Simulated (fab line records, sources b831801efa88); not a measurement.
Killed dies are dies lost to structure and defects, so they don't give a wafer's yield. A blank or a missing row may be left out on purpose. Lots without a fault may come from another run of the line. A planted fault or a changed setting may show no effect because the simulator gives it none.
A struck lot beside a sound one | flow sky130 | 14 steps out of a route of 708
Sound: wafers L236.4, L236.5, L236.6. Struck: wafers L243.3, L243.4, L243.5. The cause comes at the end.
At each step with rows: each side's tool, then ch and its chambers, then its first start. Under that, the readings that differ: sound wafers | struck wafers | difference of the means | sigmas: that difference in standard deviations of wafers without a fault.
alike: readings whose means differ by less than 2 such deviations, and words and numbers that are the same on both sides. not compared: withheld readings, readings that some wafer has no value for, bounds like >300 that may hide the same value, and numbers for which the record gives no deviation and whose values overlap.
The two part at a step that has a row with sigmas, a row that says differs or no value, or rows on one side only. Numbers that don't overlap but have no deviation are shown without sigmas and don't part them. A reading that every wafer of one side lacks parts them only if that side has two wafers or more.

first, 1 step without rows for these wafers: SKY_CAP2M_DEVELOP_11 (develop time 60 s).
SKY_CAP2M_OVL_MEAS_12:
  sound on overlay-02, day 41 18:29; struck on overlay-02, day 43 18:59
  alike: CAP2M_OVL
SKY_CAP2M_METAL_ETCH_13: etches TiN in Cl2/BCl3, stops on SiO2, target depth 220 nm, time 62.9 s.
  sound on rie_metal-04 ch 0,1, day 41 18:32; struck on rie_metal-03 ch 0,1, day 43 19:02
  alike: drypump_motor_current_A, oes_product_au, throttle_valve_pct
  not compared: rf_hours_counter_h
SKY_CAP2M_STRIP_14: strips in O2/N2.
  sound on plasma_asher-03 ch 0,1, day 41 18:37; struck on plasma_asher-01 ch 0,1, day 43 19:07
  reading                     | sound       | struck      | difference | sigmas
  drypump_motor_current_A (A) | 5.0 4.8 5.0 | 6.0 5.7 6.0 | +1.0       | +2
  alike: o2_flow_sccm, oes_product_au, strip_time_to_endpoint_s
  not compared: rf_hours_counter_h
then, 8 steps without rows for these wafers: SKY_CAP2M_STRIP_15 (strips in post etch residue remover, time 1200 s); SKY_CAP2M_CLEAN_16 (cleans in IPA, time 180 s); SKY_CAP2M_CLEAN_17 (cleans in O3/DIW); SKY_METAL4_DEHYDRATE_05 (time 60 s); SKY_METAL4_HMDS_06 (prime time 60 s); SKY_METAL4_COAT_07 (resist thk 60 nm); SKY_METAL4_COAT_08 (resist thk 1140 nm); SKY_METAL4_SOFTBAKE_09 (time 90 s).
SKY_METAL4_EXPOSE_10: exposes mask MM4, target cd 300 nm.
  sound on krf_scanner-01 ch 0, day 42 07:24; struck on krf_scanner-01, day 44 08:05
  no value came back on the struck wafers for exposure_dose_mJ_cm2, focus_offset_nm (nm); on the sound wafers exposure_dose_mJ_cm2 reads 27.818 27.829 27.833
  alike: mask
then, 1 step without rows for these wafers: SKY_METAL4_PEB_11.

WHERE THEY PART
First at SKY_CAP2M_STRIP_14; last, within this record, at SKY_METAL4_EXPOSE_10.

WHY: what the simulator had put in
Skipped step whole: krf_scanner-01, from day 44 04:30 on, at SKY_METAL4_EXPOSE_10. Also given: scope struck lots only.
